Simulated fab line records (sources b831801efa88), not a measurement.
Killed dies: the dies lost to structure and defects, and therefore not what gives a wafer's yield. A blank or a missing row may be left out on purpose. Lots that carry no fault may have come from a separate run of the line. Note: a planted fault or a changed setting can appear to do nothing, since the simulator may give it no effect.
Chamber matching :: flow sky130 :: SKY_LI_CONTACT_ETCH_15 on rie diel-02 has 4 sister chambers
The step etches PSG in C4F8/O2/Ar, stops on Si, target depth 600 nm. 8 wafers are shown with their chamber, then 8 later ones without.

== WAFERS, EACH WITH ITS CHAMBER ==
wafer: L092.1
chamber: 1
oes product au (a.u.): 0.840

wafer: L092.3
chamber: 2
oes product au (a.u.): 0.834

wafer: L092.5
chamber: 0
oes product au (a.u.): 0.847

wafer: L092.6
chamber: 3
oes product au (a.u.): 0.843

wafer: L093.1
chamber: 2
oes product au (a.u.): 0.839

wafer: L093.2
chamber: 3
oes product au (a.u.): 0.843

wafer: L093.3
chamber: 0
oes product au (a.u.): 0.839

wafer: L093.4
chamber: 1
oes product au (a.u.): 0.830

== WAFERS WITH NO CHAMBER GIVEN ==
wafer: L093.5
oes product au (a.u.): 0.841

wafer: L093.6
oes product au (a.u.): 0.840

wafer: L094.1
oes product au (a.u.): 0.830

wafer: L094.2
oes product au (a.u.): 0.835

wafer: L094.3
oes product au (a.u.): 0.836

wafer: L094.4
oes product au (a.u.): 0.834

wafer: L094.5
oes product au (a.u.): 0.836

wafer: L094.6
oes product au (a.u.): 0.841

== WHICH CHAMBER EACH WENT THROUGH ==
wafer: L093.5
from the rows above: can't be placed: 0 or 3 or 2 or 1
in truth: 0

wafer: L093.6
from the rows above: can't be placed: 0 or 3 or 2 or 1
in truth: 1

wafer: L094.1
from the rows above: can't be placed: 1 or 2 or 0 or 3
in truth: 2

wafer: L094.2
from the rows above: can't be placed: 1 or 2 or 0 or 3
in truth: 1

wafer: L094.3
from the rows above: can't be placed: 2 or 1 or 0 or 3
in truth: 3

wafer: L094.4
from the rows above: can't be placed: 1 or 2 or 0 or 3
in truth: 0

wafer: L094.5
from the rows above: can't be placed: 2 or 1 or 0 or 3
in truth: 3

wafer: L094.6
from the rows above: can't be placed: 0 or 3 or 2 or 1
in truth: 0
0 of 8 placed correctly. These rows do not allow placing 8 (true chamber among the candidates in 8). Placed wrongly: 0.
How it was worked out, from the rows above alone: a wafer's distance from a chamber is the root of the sum, over the readings, of the square of ((its reading less the chamber's mean) divided by the reading's scatter). If the next closest chamber is less than 2 further off than the closest, the wafer can't be placed; otherwise it belongs to the closest. Each chamber's mean is taken over the wafers shown for it. The scatter: take each reading less its chamber's mean, square it, sum over the shown wafers, divide by the number of wafers less the number of chambers, and take the root.
